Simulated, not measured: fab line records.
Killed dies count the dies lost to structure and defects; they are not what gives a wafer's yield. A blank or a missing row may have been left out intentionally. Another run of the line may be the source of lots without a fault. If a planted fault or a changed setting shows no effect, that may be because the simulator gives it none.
Which tool was responsible? | flow gf180mcu | 10 lots with 30 wafers sampled at 5 steps, on a route of 602 steps

== WHAT THE GAUGES SHOWED, per wafer ==
GF_TOP_METAL_RS_MEAS_05: measurement is done with a four-point probe.
lot  | measured     | on            | TOP_METAL_ALCU_RS (ohm/sq)
L878 | day 27 09:39 | film metro-04 | 0.03248 0.03276 0.03253
L879 | day 27 21:04 | film metro-03 | 0.03252 0.03246 0.03229
L880 | day 28 04:19 | film metro-02 | 0.03253 0.03273 0.03254
L881 | day 28 08:10 | film metro-02 | 0.03317 0.03313 0.03302
L885 | day 29 23:13 | film metro-04 | 0.03889 0.03251 0.03262 0.03899 0.03251 0.03258
L887 | day 30 15:34 | film metro-02 | 0.0326 0.03877 0.0326 0.03265 0.03868 0.03259
L897 | day 33 00:07 | film metro-03 | 0.03253 0.03252 0.03279
L898 | day 33 06:41 | film metro-02 | 0.03284 0.03262 0.03228
L899 | day 33 16:51 | film metro-02 | 0.03292 0.03296 0.03262
L900 | day 33 18:20 | film metro-02 | 0.0326 0.03291 0.03252

== EACH LOT AND THE TOOL THAT RAN IT (in order: tool; ch and the chambers of the sampled wafers; start) ==
lot  | GF_MIM_SPUTTER_00            | GF_MIM_SPUTTER_01            | GF_MIM_SPUTTER_08            | GF_TOP_METAL_SPUTTER_02
L878 | pvd sputter-04, day 24 13:46 | pvd sputter-04, day 24 13:50 | pvd sputter-03, day 24 14:04 | pvd sputter-02, day 27 09:30
L879 | pvd sputter-04, day 25 00:26 | pvd sputter-04, day 25 00:32 | pvd sputter-03, day 25 00:47 | pvd sputter-04, day 27 20:58
L880 | pvd sputter-03, day 25 09:40 | pvd sputter-03, day 25 09:46 | pvd sputter-04, day 25 10:01 | pvd sputter-03, day 28 04:13
L881 | pvd sputter-04, day 25 14:25 | pvd sputter-04, day 25 14:31 | pvd sputter-03, day 25 14:47 | pvd sputter-03, day 28 08:04
L885 | pvd sputter-04, day 27 09:04 | pvd sputter-04, day 27 09:10 | pvd sputter-03, day 27 09:25 | pvd sputter-03, day 29 23:02
L887 | pvd sputter-03, day 28 02:25 | pvd sputter-03, day 28 02:31 | pvd sputter-04, day 28 02:47 | pvd sputter-03, day 30 15:28
L897 | pvd sputter-01, day 30 16:49 | pvd sputter-01, day 30 16:55 | pvd sputter-03, day 30 17:10 | pvd sputter-02, day 33 00:01
L898 | pvd sputter-04, day 30 23:57 | pvd sputter-04, day 31 00:09 | pvd sputter-01, day 31 00:31 | pvd sputter-02, day 33 06:35
L899 | pvd sputter-04, day 31 12:16 | pvd sputter-04, day 31 12:22 | pvd sputter-01, day 31 12:38 | pvd sputter-04, day 33 16:44
L900 | pvd sputter-04, day 31 13:32 | pvd sputter-04, day 31 13:38 | pvd sputter-01, day 31 13:54 | pvd sputter-03, day 33 18:13
- GF_MIM_SPUTTER_00: material Ti, target thk 37.5 nm, time 150 s.
- GF_MIM_SPUTTER_01: material TiN, target thk 30 nm, time 25 s.
- GF_MIM_SPUTTER_08: material AlCu, target thk 200 nm, time 10.6 s.
- GF_TOP_METAL_SPUTTER_02: material AlCu, target thk 900 nm, time 47.82 s.

== THE ANSWER, worked out from the rows above alone ==
Rule: the lots themselves supply what counts as usual. Put in order of their means at a reading, lots are off if they are a third of the lots or fewer, leave a main group of 4 or more, and stand apart from it by a gap of 3 or more times the standard deviation of the main group's means; of several such gaps the widest counts. If all means in a main group match to the digits the tables above print for the reading, that group is not used. Also off: a lot with no number at a reading for which 4 or more lots have one. All remaining lots with rows at the step are treated as sound.
Off: L885, L887, seen at GF_TOP_METAL_RS_MEAS_05 (TOP_METAL_ALCU_RS). Main group: mean 0.03268 ohm/sq, sd 0.00019.
A tool fits if, at a process step before that reading, it ran every lot that is off, and no sound lot after the first of them. The gauges at GF_TOP_METAL_RS_MEAS_05 are tried like those tools. Of those tried, none fits.

== WHAT HAD BEEN PUT IN BY THE SIMULATOR ==
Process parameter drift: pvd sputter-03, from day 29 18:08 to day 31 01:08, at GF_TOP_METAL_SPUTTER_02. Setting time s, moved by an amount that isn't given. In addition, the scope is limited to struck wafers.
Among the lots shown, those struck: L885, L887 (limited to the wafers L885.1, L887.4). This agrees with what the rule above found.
